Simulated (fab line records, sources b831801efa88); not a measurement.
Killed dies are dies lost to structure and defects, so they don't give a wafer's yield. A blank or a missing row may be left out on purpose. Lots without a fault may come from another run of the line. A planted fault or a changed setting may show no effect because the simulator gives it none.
A struck lot beside a sound one | flow sky130 | 22 steps out of a route of 708
Sound: wafers L972.3, L972.5, L972.6. Struck: wafers L975.1, L975.3, L975.6. The cause comes at the end.
At each step with rows: each side's tool, then ch and its chambers, then its first start. Under that, the readings that differ: sound wafers | struck wafers | difference of the means | sigmas: that difference in standard deviations of wafers without a fault.
alike: readings whose means differ by less than 2 such deviations, and words and numbers that are the same on both sides. not compared: withheld readings, readings that some wafer has no value for, bounds like >300 that may hide the same value, and numbers for which the record gives no deviation and whose values overlap.
The two part at a step that has a row with sigmas, a row that says differs or no value, or rows on one side only. Numbers that don't overlap but have no deviation are shown without sigmas and don't part them. A reading that every wafer of one side lacks parts them only if that side has two wafers or more.

SKY_METAL3_SPUTTER_00: material Ti, target thk 15 nm, time 10 s.
  sound on pvd_sputter-03, day 40 03:50; struck on pvd_sputter-01, day 40 14:56
  alike: cathode_dc_power_W, throttle_valve_pct
then, 1 step without rows for these wafers: SKY_METAL3_SPUTTER_01 (material TiN, target thk 20 nm, time 16.7 s).
SKY_METAL3_SPUTTER_02: material AlCu, target thk 735 nm, time 39.1 s.
  sound on pvd_sputter-03, day 40 03:53; struck on pvd_sputter-01, day 40 14:59
  alike: cathode_dc_power_W, throttle_valve_pct
then, 1 step without rows for these wafers: SKY_METAL3_SPUTTER_03 (material Ti, target thk 5 nm, time 3.3 s).
SKY_METAL3_SPUTTER_04: material TiN, target thk 70 nm, time 58.3 s.
  sound on pvd_sputter-03, day 40 03:56; struck on pvd_sputter-01, day 40 15:02
  alike: cathode_dc_power_W, throttle_valve_pct
SKY_CAPM_CVD_00: deposits SiO2, target thk 15.5 nm.
  sound on pecvd-01 ch 0,1, day 40 04:00; struck on pecvd-02 ch 0,1, day 40 15:05
  alike: heater_power_w, rf_fwd_power_W
SKY_CAPM_THK_MEAS_01:
  sound on film_metro-03, day 40 04:02; struck on film_metro-04, day 40 15:07
  alike: CAPM_CVD_00_THK
SKY_CAPM_SPUTTER_02: material TiN, target thk 200 nm, time 166.7 s.
  sound on pvd_sputter-04, day 40 04:05; struck on pvd_sputter-03, day 40 15:10
  alike: cathode_dc_power_W, throttle_valve_pct
SKY_CAPM_RS_MEAS_03: measures by four-point-probe.
  sound on film_metro-02, day 40 04:14; struck on film_metro-03, day 40 15:17
  alike: CAPM_TIN_RS
SKY_CAPM_THK_MEAS_04: measures by xrf.
  sound on film_metro-02, day 40 04:20; struck on film_metro-03, day 40 15:24
  alike: CAPM_TIN_THK
then, 2 steps without rows for these wafers: SKY_CAPM_DEHYDRATE_05 (time 60 s); SKY_CAPM_HMDS_06 (prime time 60 s).
SKY_CAPM_COAT_07: resist thk 1140 nm.
  sound on litho_track-01 ch 0, day 40 16:10; struck on litho_track-01 ch 0, day 41 03:01
  reading                                   | sound                | struck               | difference | sigmas
  spin_speed_rpm (rpm)                      | 2999.2 3002.6 2998.1 | 3084.7 3085.6 3078.0 | +82.8      | +39
  model.NOVOLAK_of_CAPM_COAT_07.thk_nm (nm) | 1137 1139 1138       | 1124 1126 1124       | -13        |
then, 4 steps without rows for these wafers: SKY_CAPM_SOFTBAKE_08 (time 60 s); SKY_CAPM_EXPOSE_09 (exposes mask CAPM, target cd 1000 nm); SKY_CAPM_PEB_10; SKY_CAPM_DEVELOP_11 (develop time 60 s).
SKY_CAPM_OVL_MEAS_12:
  sound on overlay-01, day 41 04:34; struck on overlay-01, day 41 15:07
  alike: CAPM_OVL
SKY_CAPM_METAL_ETCH_13: etches TiN in Cl2/BCl3, stops on SiO2, target depth 220 nm, time 62.9 s.
  sound on rie_metal-04 ch 0,1, day 41 04:37; struck on rie_metal-04 ch 0,1, day 41 15:09
  reading                                   | sound             | struck            | difference | sigmas
  oes_product_au (a.u.)                     | 0.931 0.929 0.946 | 0.960 0.947 0.956 | +0.019     | +2
  model.NOVOLAK_of_CAPM_COAT_07.thk_nm (nm) | 994.5 995.7 993   | 979.6 982.1 981   | -13.5      |
  alike: chamber_pressure_mTorr, drypump_motor_current_A, rf_fwd_power_W, throttle_valve_pct
  not compared: rf_hours_counter_h
SKY_CAPM_STRIP_14: strips in O2/N2.
  sound on plasma_asher-01 ch 0,1, day 41 04:43; struck on plasma_asher-04 ch 0,1, day 41 15:14
  reading                      | sound             | struck            | difference | sigmas
  strip_time_to_endpoint_s (s) | 12.68 12.67 12.64 | 12.49 12.54 12.52 | -0.15      | -3
  alike: chamber_pressure_mTorr, drypump_motor_current_A, oes_product_au
  not compared: rf_hours_counter_h
then, 1 step without rows for these wafers: SKY_CAPM_STRIP_15 (strips in post etch residue remover, time 1200 s).
-- the record jumps here: 8 days lie between the struck wafers' starts before and after (it left off in module CAPM and takes up again in module PAD_OPEN, whose first step shown is number 708 of the route) --
SKY_PAD_OPEN_PROBE_99:
  sound on prober-02, day 48 19:59; struck on prober-01, day 49 03:23
  alike: defect_limited_yield, killed_at_M0_to_M3, killed_at_M4_up, killed_at_contacts, killed_at_front_end, killed_at_other, killed_dies, killed_open, killed_short, sort_bin_3_pad_short, sort_bin_5_function, sort_bin_6_memory, sort_n_pass, sort_yield_pct

WHERE THEY PART
First at SKY_CAPM_COAT_07; last, within this record, at SKY_CAPM_STRIP_14. Later steps at which nothing parts them and some readings are alike: SKY_PAD_OPEN_PROBE_99.

WHY: what the simulator had put in
Process parameter drift: litho_track-01, from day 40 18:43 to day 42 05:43, at SKY_CAPM_COAT_07. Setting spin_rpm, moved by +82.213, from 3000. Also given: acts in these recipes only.
